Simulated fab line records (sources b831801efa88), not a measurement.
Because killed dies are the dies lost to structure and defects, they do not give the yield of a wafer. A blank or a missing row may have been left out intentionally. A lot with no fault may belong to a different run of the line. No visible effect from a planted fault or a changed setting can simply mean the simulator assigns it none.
Which of the tools did it? -- flow sky130 -- 27 wafers from 9 lots sampled at 5 of the route's 708 steps

## WHAT EACH GAUGE READ, for each wafer
SKY_VIA4_RS_MEAS_19: measurement is done with a four-point probe.
lot,measured,on,VIA4_W_RS (ohm/sq)
L551,day 42 17:43,film-metro-03,0.2239 0.2272 0.2254
L553,day 43 04:55,film-metro-01,0.2308 0.2272 0.2253
L554,day 43 12:18,film-metro-01,0.2248 0.2292 0.2266
L558,day 44 20:04,film-metro-01,0.2266 0.2259 0.2281
L559,day 45 06:35,film-metro-03,0.2271 0.2267 0.1341
L560,day 45 11:53,film-metro-01,0.1358 0.1357 0.1349
L568,day 47 08:29,film-metro-03,0.2271 0.2281 0.2285
L571,day 48 03:16,film-metro-03,0.2270 0.2273 0.2295
L570,day 48 03:47,film-metro-04,0.2276 0.2273 0.2284

SKY_VIA4_THK_MEAS_20: measures by xrf.
lot,measured,on,VIA4_W_THK (nm)
L551,day 42 17:50,film-metro-03,531 526 528
L553,day 43 05:02,film-metro-01,514 522 525
L554,day 43 12:25,film-metro-01,525 515 522
L558,day 44 20:11,film-metro-01,522 527 522
L559,day 45 06:41,film-metro-03,519 517 895
L560,day 45 12:00,film-metro-01,896 899 898
L568,day 47 08:35,film-metro-03,523 518 516
L571,day 48 03:23,film-metro-03,515 516 510
L570,day 48 03:52,film-metro-04,516 514 514

## WHAT TOOL EACH LOT RAN ON (gives the tool, then ch and the chambers of the sampled wafers, and finally the start)
lot,SKY_METAL4_DESCUM_15,SKY_VIA4_STRIP_13,SKY_VIA4_CVD_18
L551,"rie-metal-04 ch 0,1, day 41 16:02","plasma-asher-01 ch 0,1, day 42 16:52","cvd-w-02 ch 0,1, day 42 17:34"
L553,"rie-metal-02 ch 0,1, day 42 03:30","plasma-asher-01 ch 0,1, day 43 04:06","cvd-w-02 ch 0,1, day 43 04:45"
L554,"rie-metal-02 ch 0,1, day 42 10:42","plasma-asher-04 ch 0,1, day 43 11:28","cvd-w-02 ch 0,1, day 43 12:07"
L558,"rie-metal-02 ch 0,1, day 43 19:42","plasma-asher-04 ch 0,1, day 44 19:15","cvd-w-02 ch 0,1, day 44 19:55"
L559,"rie-metal-04 ch 0,1, day 44 06:18","plasma-asher-04 ch 0,1, day 45 05:34","cvd-w-02 ch 0,1, day 45 06:25"
L560,"rie-metal-04 ch 0,1, day 44 11:50","plasma-asher-01 ch 0,1, day 45 11:03","cvd-w-02 ch 0, day 45 11:43"
L568,"rie-metal-03 ch 0,1, day 46 10:36","plasma-asher-04 ch 0,1, day 47 07:39","cvd-w-01 ch 0,1, day 47 08:19"
L571,"rie-metal-02 ch 0,1, day 47 05:21","plasma-asher-03 ch 0,1, day 48 02:26","cvd-w-01 ch 0,1, day 48 03:06"
L570,"rie-metal-03 ch 0,1, day 47 05:56","plasma-asher-01 ch 0,1, day 48 02:55","cvd-w-01 ch 0,1, day 48 03:37"
- SKY_METAL4_DESCUM_15: chemistry O2, time 8 s.
- SKY_VIA4_STRIP_13: strips in O2/N2.
- SKY_VIA4_CVD_18: deposits W, target thk 505 nm, time 152.14 s.

## AS READ BY THE TOOLS THEMSELVES (means over the sampled wafers that have a number; for cases with no such wafer, the mark the record gives instead)
SKY_METAL4_DESCUM_15.
lot,tool,drypump-motor-current-A (A),oes-product-au (a.u.)
L551,rie-metal-04,5.5,0.995
L553,rie-metal-02,5.4,0.982
L554,rie-metal-02,5.6,0.995
L558,rie-metal-02,5.5,0.994
L559,rie-metal-04,5.9,0.989
L560,rie-metal-04,5.5,0.994
L568,rie-metal-03,5.5,1.012
L571,rie-metal-02,5.4,0.983
L570,rie-metal-03,5.7,1.016

SKY_VIA4_STRIP_13.
lot,tool,drypump-motor-current-A (A),o2-flow-sccm (sccm),oes-product-au (a.u.),strip-time-to-endpoint-s (s)
L551,plasma-asher-01,5.4,3002,0.711,12.80
L553,plasma-asher-01,5.4,2988,0.710,12.81
L554,plasma-asher-04,6.0,3000,0.708,12.81
L558,plasma-asher-04,6.2,2999,0.717,12.82
L559,plasma-asher-04,6.0,2997,0.708,12.80
L560,plasma-asher-01,5.6,2995,0.710,12.81
L568,plasma-asher-04,6.0,3006,0.709,12.82
L571,plasma-asher-03,5.7,2994,0.709,12.78
L570,plasma-asher-01,5.3,2990,0.708,12.78

SKY_VIA4_CVD_18.
lot,tool,heater-power-outer-w (W),heater-power-w (W),susceptor-temp-C (C)
L551,cvd-w-02,503,818,399.73
L553,cvd-w-02,498,826,400.07
L554,cvd-w-02,517,850,400.22
L558,cvd-w-02,522,840,399.84
L559,cvd-w-02,560,891,414.14
L560,cvd-w-02,702,1102,442.17
L568,cvd-w-01,511,886,399.84
L571,cvd-w-01,510,876,400.06
L570,cvd-w-01,512,883,399.94

## THE ANSWER, worked out from the rows above alone
Rule: what is usual is taken from the lots themselves. The widest of any qualifying gaps counts: lots, ordered by their means at a reading, are off when they make up no more than a third of the lots, leave a main group of 4 or more, and stand apart from it by 3 or more times the standard deviation of that group's means. Not used: any main group whose means are identical at the precision the tables above print for the reading. A lot without any number at a reading at which 4 lots or more have one is off too. The other lots that the step has rows for count as sound. Order of review: gauges by route order, followed by the tools' own readings, for which a lot's mean as printed above is used. The first step at which some lot is off is used, and at that step the reading that is off furthest; a lot without a number counts as furthest.
Off: L559, L560, at SKY_VIA4_RS_MEAS_19 (VIA4_W_RS). Mean 0.2272 ohm/sq and standard deviation 0.00083 in the main group.
If a tool, at a process step before that reading, ran all the lots that are off and no sound lot after the first of them, it fits. Not tried: the gauges at SKY_VIA4_RS_MEAS_19; whatever is off there is also off at SKY_VIA4_CVD_18, on other tools, and gauge error can't account for it. Undecided on this evidence; 2 tools fit (rie-metal-04 at SKY_METAL4_DESCUM_15, cvd-w-02 at SKY_VIA4_CVD_18).

## WHAT WAS PUT IN BY THE SIMULATOR
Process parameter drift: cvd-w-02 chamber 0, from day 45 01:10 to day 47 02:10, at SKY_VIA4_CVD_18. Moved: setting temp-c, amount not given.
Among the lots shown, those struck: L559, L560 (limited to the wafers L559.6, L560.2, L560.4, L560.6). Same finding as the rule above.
